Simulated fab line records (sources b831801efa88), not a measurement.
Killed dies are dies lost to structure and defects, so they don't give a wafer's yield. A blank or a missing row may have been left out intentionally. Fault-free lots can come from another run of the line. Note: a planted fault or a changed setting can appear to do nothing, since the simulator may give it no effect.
2 desks, one fault -- flow sfq-line -- numbers are kept per desk, each desk with only its own; the story behind them comes last

== FOR THE TOOL OWNER'S DESK: pvd-sputter-06 ==
The tool's own readings at SFQ_TRILAYER_M0_DEP_SPUTTER_019 (material Nb, target thk 200 nm, time 133.3 s): means of the sampled wafers that have a number, for each lot that ran on this tool. Marked OUT: a lot whose mean sits more than 4 standard deviations from the usual mean, which makes it out of limits; the brackets give that distance.
Columns: A = throttle-valve-pct at SFQ_TRILAYER_M0_DEP_SPUTTER_019, usual 29.9 %
lot,first seen here,A
L676,day 8 03:37,29.3
L678,day 9 21:31,30.0
L679,day 10 07:07,29.4
L688,day 13 08:25,29.7
L692,day 14 10:44,30.0
This desk's verdict: no lot among the 5 shows anything out of limits.

== THE METROLOGY DESK ==
Means of the sampled wafers that have a number, per lot and without regard to the tool the lot ran on: this is what the gauges read. Marked OUT: a lot whose mean sits more than 4 standard deviations from the usual mean, which makes it out of limits; the brackets give that distance.
Columns: A = L0V_OVL at SFQ_L0V_OVL_MEAS_903, usual -4 nm; B = M0_NB_RS at SFQ_M0_RS_MEAS_904, usual 0.888 ohm/sq; C = M0_OVL at SFQ_M0_OVL_MEAS_906, usual 1 nm; D = I0_BOW at SFQ_I0_BOW_MEAS_907, usual 0 um; E = I0_OVL at SFQ_I0_OVL_MEAS_908, usual 2 nm; F = M8_BOW at SFQ_M8_BOW_MEAS_951, usual 9 um
lot,first seen here,A,B,C,D,E,F
L670,day 7 09:35,1,0.871,3,5,1,15
L676,day 8 02:41,-5,0.882,2,6,10,18
L678,day 9 20:35,-6,0.878,7,-4,5,2
L679,day 10 06:11,-8,0.855,2,2,9,1
L688,day 13 07:29,-3,0.891,-1,1,8,-3
L692,day 14 09:49,-3,0.893,-3,-5,-7,12
This desk's verdict: no lot among the 6 shows anything out of limits.

== PUT TOGETHER ==
The tool owner's desk saw nothing out of limits.
From the metrology desk's view, nothing was out of limits.

== WHAT THE SIMULATOR HAD PUT IN ==
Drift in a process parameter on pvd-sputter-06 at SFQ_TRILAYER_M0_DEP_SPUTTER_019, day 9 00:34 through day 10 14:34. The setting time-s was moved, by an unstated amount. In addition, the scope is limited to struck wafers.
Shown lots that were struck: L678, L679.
